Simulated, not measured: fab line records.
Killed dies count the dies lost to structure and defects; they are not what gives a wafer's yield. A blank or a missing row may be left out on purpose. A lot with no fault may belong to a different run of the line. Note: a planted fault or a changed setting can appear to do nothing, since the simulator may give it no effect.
Which tool was responsible? || flow gf180mcu || 13 lots, 39 wafers sampled, at 2 steps of a route of 602

== WHAT THE GAUGES READ, wafer by wafer ==
GF_HV_LDD_TW_MEAS_23.
{"lot": "L764", "measured": "day 10 18:08", "on": "filmMetro-03", "HV_LDD_2_TW": "1075 1066 1075"}
{"lot": "L765", "measured": "day 11 05:44", "on": "filmMetro-04", "HV_LDD_2_TW": "1059 1061 1061"}
{"lot": "L766", "measured": "day 11 07:19", "on": "filmMetro-03", "HV_LDD_2_TW": "1061 1070 1067"}
{"lot": "L768", "measured": "day 11 22:46", "on": "filmMetro-04", "HV_LDD_2_TW": "1062 1066 1067"}
{"lot": "L770", "measured": "day 12 12:34", "on": "filmMetro-04", "HV_LDD_2_TW": "960 964 958"}
{"lot": "L773", "measured": "day 13 13:40", "on": "filmMetro-04", "HV_LDD_2_TW": "955 957 951"}
{"lot": "L780", "measured": "day 15 20:52", "on": "filmMetro-02", "HV_LDD_2_TW": "1043 1042 1042"}
{"lot": "L782", "measured": "day 16 08:16", "on": "filmMetro-04", "HV_LDD_2_TW": "1046 1052 1048"}
{"lot": "L783", "measured": "day 16 17:13", "on": "filmMetro-04", "HV_LDD_2_TW": "1050 1053 1044"}
{"lot": "L784", "measured": "day 17 05:34", "on": "filmMetro-04", "HV_LDD_2_TW": "1054 1057 1054"}
{"lot": "L785", "measured": "day 18 03:13", "on": "filmMetro-04", "HV_LDD_2_TW": "1048 1050 1055"}
{"lot": "L786", "measured": "day 18 06:55", "on": "filmMetro-03", "HV_LDD_2_TW": "1066 1071 1067"}
{"lot": "L787", "measured": "day 18 18:06", "on": "filmMetro-02", "HV_LDD_2_TW": "1043 1049 1046"}

== WHAT TOOL EACH LOT RAN ON (gives the tool, then ch and the chambers of the sampled wafers, and finally the start) ==
{"lot": "L764", "GF_HV_LDD_IMPLANT_21": "implanter-04 ch 0, day 10 17:54"}
{"lot": "L765", "GF_HV_LDD_IMPLANT_21": "implanter-02 ch 0, day 11 05:31"}
{"lot": "L766", "GF_HV_LDD_IMPLANT_21": "implanter-02 ch 0, day 11 07:05"}
{"lot": "L768", "GF_HV_LDD_IMPLANT_21": "implanter-04 ch 0, day 11 22:32"}
{"lot": "L770", "GF_HV_LDD_IMPLANT_21": "implanter-01 ch 0, day 12 12:19"}
{"lot": "L773", "GF_HV_LDD_IMPLANT_21": "implanter-01 ch 0, day 13 13:25"}
{"lot": "L780", "GF_HV_LDD_IMPLANT_21": "implanter-04 ch 0, day 15 20:37"}
{"lot": "L782", "GF_HV_LDD_IMPLANT_21": "implanter-04 ch 0, day 16 08:01"}
{"lot": "L783", "GF_HV_LDD_IMPLANT_21": "implanter-01 ch 0, day 16 16:58"}
{"lot": "L784", "GF_HV_LDD_IMPLANT_21": "implanter-04 ch 0, day 17 05:19"}
{"lot": "L785", "GF_HV_LDD_IMPLANT_21": "implanter-01 ch 0, day 18 02:58"}
{"lot": "L786", "GF_HV_LDD_IMPLANT_21": "implanter-01 ch 0, day 18 06:40"}
{"lot": "L787", "GF_HV_LDD_IMPLANT_21": "implanter-04 ch 0, day 18 17:51"}
- GF_HV_LDD_IMPLANT_21

== AS READ BY THE TOOLS THEMSELVES (means over the sampled wafers that have a number; for cases with no such wafer, the mark the record gives instead) ==
GF_HV_LDD_IMPLANT_21.
{"lot": "L764", "tool": "implanter-04", "beamEnergyKeV": 25.005, "beamOnS (s)": 10.11, "faradayCurrentUA": 279}
{"lot": "L765", "tool": "implanter-02", "beamEnergyKeV": 24.997, "beamOnS (s)": 9.98, "faradayCurrentUA": 283}
{"lot": "L766", "tool": "implanter-02", "beamEnergyKeV": 25.006, "beamOnS (s)": 9.75, "faradayCurrentUA": 289}
{"lot": "L768", "tool": "implanter-04", "beamEnergyKeV": 24.998, "beamOnS (s)": 10.16, "faradayCurrentUA": 277}
{"lot": "L770", "tool": "implanter-01", "beamEnergyKeV": 17.718, "beamOnS (s)": 9.92, "faradayCurrentUA": 283}
{"lot": "L773", "tool": "implanter-01", "beamEnergyKeV": 17.708, "beamOnS (s)": 10.00, "faradayCurrentUA": 282}
{"lot": "L780", "tool": "implanter-04", "beamEnergyKeV": 25.001, "beamOnS (s)": 9.89, "faradayCurrentUA": 284}
{"lot": "L782", "tool": "implanter-04", "beamEnergyKeV": 24.987, "beamOnS (s)": 10.10, "faradayCurrentUA": 280}
{"lot": "L783", "tool": "implanter-01", "beamEnergyKeV": 24.991, "beamOnS (s)": 10.02, "faradayCurrentUA": 281}
{"lot": "L784", "tool": "implanter-04", "beamEnergyKeV": 24.999, "beamOnS (s)": 9.94, "faradayCurrentUA": 283}
{"lot": "L785", "tool": "implanter-01", "beamEnergyKeV": 25.002, "beamOnS (s)": 10.07, "faradayCurrentUA": 279}
{"lot": "L786", "tool": "implanter-01", "beamEnergyKeV": 24.991, "beamOnS (s)": 10.15, "faradayCurrentUA": 277}
{"lot": "L787", "tool": "implanter-04", "beamEnergyKeV": 25.002, "beamOnS (s)": 9.99, "faradayCurrentUA": 282}

== THE ANSWER, worked out from the rows above alone ==
Rule: the lots themselves supply what counts as usual. Put in order of their means at a reading, lots are off if they are a third of the lots or fewer, leave a main group of 4 or more, and stand apart from it by a gap of 3 or more times the standard deviation of the main group's means; of several such gaps the widest counts. A main group is skipped when, at the precision printed for the reading in the tables above, its means are all equal. Also off: a lot with no number at a reading for which 4 or more lots have one. All remaining lots with rows at the step are treated as sound. After the gauges, taken in route order, come the tools' own readings; for these a lot's mean is taken, as printed above. At the first step where some lot is off, the reading lying furthest off is the one used; lots without a number count as furthest.
Off: at GF_HV_LDD_TW_MEAS_23 (HV_LDD_2_TW), L770, L773. Mean 1057 and standard deviation 9.6 in the main group.
A tool fits if, at a process step before that reading, it ran every lot that is off, and no sound lot after the first of them. Not tried: the gauges at GF_HV_LDD_TW_MEAS_23; whatever is off there is also off at GF_HV_LDD_IMPLANT_21, on other tools, and gauge error can't account for it. Not one of the candidates tried fits.

== WHAT THE SIMULATOR HAD PUT IN ==
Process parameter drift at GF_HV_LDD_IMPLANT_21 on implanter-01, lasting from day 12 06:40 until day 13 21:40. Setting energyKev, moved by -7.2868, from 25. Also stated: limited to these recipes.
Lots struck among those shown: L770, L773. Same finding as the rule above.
